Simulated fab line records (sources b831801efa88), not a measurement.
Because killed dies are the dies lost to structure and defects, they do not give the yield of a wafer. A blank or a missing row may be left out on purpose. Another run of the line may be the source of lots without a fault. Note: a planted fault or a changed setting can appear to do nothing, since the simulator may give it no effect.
Problem report in the 8D (eight disciplines) form, filled by code | flow sky130 | the parts of the form that need people (team, actions taken, sign-off) are left out

== 1. PROBLEM STATEMENT ==
Wafers without a fault read 23.00 C, standard deviation 0.092; developer_temp_C at SKY_VT_ADJUST_HVTP_DEVELOP_06 reads a mean of 25.36 C on 6 wafers belonging to 2 lots. Relative to the usual mean, that is a shift of +26 standard deviations.
The step: develop time 60 s.
First seen on wafer L672.1, day 11 02:29, on litho_track-03. At this step, 39 wafers from 13 lots have a number in the record. Rule for "out" (also "out of limits"): further than 4 standard deviations from the usual mean. Any other wafer with a number is counted as sound.

== 2. WHAT IT IS, AND WHAT IT ISN'T ==
question                    | is                     | is not
which readings at this step | developer_temp_C       | resist_line_temp_C
which lots                  | L672, L674             | L653, L654, L656, L657, L660, L661, L663, L664, L666, L667, L675
which wafers of those lots  | all that have a number | -
read on which tools         | litho_track-03         | litho_track-01, litho_track-02
when                        | from day 11 02:29      | up to then (30 sound wafers); but 3 sound wafers of L675 came after

== 3. SUSPECTS, AND WHAT RULES EACH OUT ==
Counting: any tool at a process step up to the reading is kept as a suspect provided that every lot that is out went through it and no sound lot did after the first of them.
- litho_track-03 at SKY_VT_ADJUST_HVTP_DEVELOP_06 (develop time 60 s): kept. It processed each lot that is out, first L672 at day 11 02:29, and no sound lot thereafter; up to then, the last sound lot it processed was L657 at day 7 17:49. Out on those wafers are its own readings of developer_temp_C.
Left after counting: litho_track-03 at SKY_VT_ADJUST_HVTP_DEVELOP_06.

== 4. THE CAUSE (what the simulator had put in) ==
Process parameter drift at SKY_VT_ADJUST_HVTP_DEVELOP_06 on litho_track-03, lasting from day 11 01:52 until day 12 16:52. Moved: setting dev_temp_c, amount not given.
Only this tool survived the counting.

== 5. SEQUENCE OF EFFECTS, ordered by route ==
Each row: a reading whose mean over the struck wafers that have a number lies more than 3 standard deviations from the usual. Only readings whose record carries a usual standard deviation are examined. hours: median over the lots of the time between each lot's start at the first step of this table that gives one and its start at this step. sigmas: the change, counted in usual standard deviations.
hours | step                          | reading          | usual   | on struck wafers | change | sigmas
0     | SKY_VT_ADJUST_HVTP_DEVELOP_06 | developer_temp_C | 23.00 C | 25.36            | +2.36  | +26
Here are the process steps it includes:
- SKY_VT_ADJUST_HVTP_DEVELOP_06: develop time 60 s.
Later measuring or inspecting steps at which every struck wafer that the step has a row for has a number for every such reading, and none has moved that far: SKY_VT_ADJUST_HVTP_CD_MEAS_07, SKY_SONOS_TUNNEL_TW_MEAS_12, SKY_SONOS_ONO_THK_MEAS_01.

== 6. HOW IT WOULD HAVE BEEN CAUGHT EARLIER ==
In this record the first reading out of limits was taken at day 11 02:29, 1 hour after the fault began at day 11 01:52.
